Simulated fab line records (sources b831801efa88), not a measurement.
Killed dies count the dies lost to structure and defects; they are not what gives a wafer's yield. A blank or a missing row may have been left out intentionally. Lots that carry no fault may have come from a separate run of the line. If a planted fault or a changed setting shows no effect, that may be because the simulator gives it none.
Which tool is to blame? ; flow sky130 ; Sampling: 7 lots, 21 wafers, 3 of 708 route steps

WHAT THE GAUGES READ, wafer by wafer
SKY_CONTACT_THK_MEAS_01.
lot;measured;on;CONTACT_CVD_00_THK (nm)
L831;day 31 00:07;film_metro-02;74.1 73.4 75.8
L834;day 32 13:14;film_metro-03;74.4 74.7 75.3
L837;day 33 02:35;film_metro-04;74.5 76.6 75.2
L840;day 33 22:31;film_metro-03;73.4 74.1 74.3
L846;day 35 23:58;film_metro-03;74.8 74.5 77.3
L850;day 37 00:59;film_metro-04;75.3 77.3 76.7
L852;day 37 20:57;film_metro-04;73.4 73.4 75.2

WHAT TOOL EACH LOT RAN ON (gives the tool, then ch and the chambers of the sampled wafers, and finally the start)
lot;SKY_LI_CONTACT_CVD_21;SKY_LI_CONTACT_CMP_24
L831;cvd_w-01 ch 0, day 29 19:08;cmp-01 ch 0,1,3, day 29 19:31
L834;cvd_w-02 ch 0,1, day 31 09:02;cmp-02 ch 0,2,3, day 31 09:21
L837;cvd_w-02 ch 0,1, day 31 21:38;cmp-02 ch 1,2,3, day 31 21:59
L840;cvd_w-02 ch 1, day 32 18:07;cmp-02 ch 1,3, day 32 18:29
L846;cvd_w-02 ch 0,1, day 34 20:44;cmp-02 ch 0,3, day 34 21:02
L850;cvd_w-02 ch 0,1, day 35 21:17;cmp-02 ch 0,2,3, day 35 21:44
L852;cvd_w-02 ch 0,1, day 36 17:47;cmp-01 ch 0,1,3, day 36 18:08
- SKY_LI_CONTACT_CVD_21: deposits W, target thk 400 nm, time 120.56 s.
- SKY_LI_CONTACT_CMP_24: polishes, stops on PSG, t overpolish 20 s, target thk 0 nm.

THE ANSWER, worked out from the rows above alone
Rule: what is usual is taken from the lots themselves. Put in order of their means at a reading, lots are off if they are a third of the lots or fewer, leave a main group of 4 or more, and stand apart from it by a gap of 3 or more times the standard deviation of the main group's means; of several such gaps the widest counts. If all means in a main group match to the digits the tables above print for the reading, that group is not used. A lot without any number at a reading at which 4 lots or more have one is off too. All remaining lots with rows at the step are treated as sound.
No lot is off on any of the readings shown, so nothing can be concluded from this.

WHAT THE SIMULATOR HAD PUT IN
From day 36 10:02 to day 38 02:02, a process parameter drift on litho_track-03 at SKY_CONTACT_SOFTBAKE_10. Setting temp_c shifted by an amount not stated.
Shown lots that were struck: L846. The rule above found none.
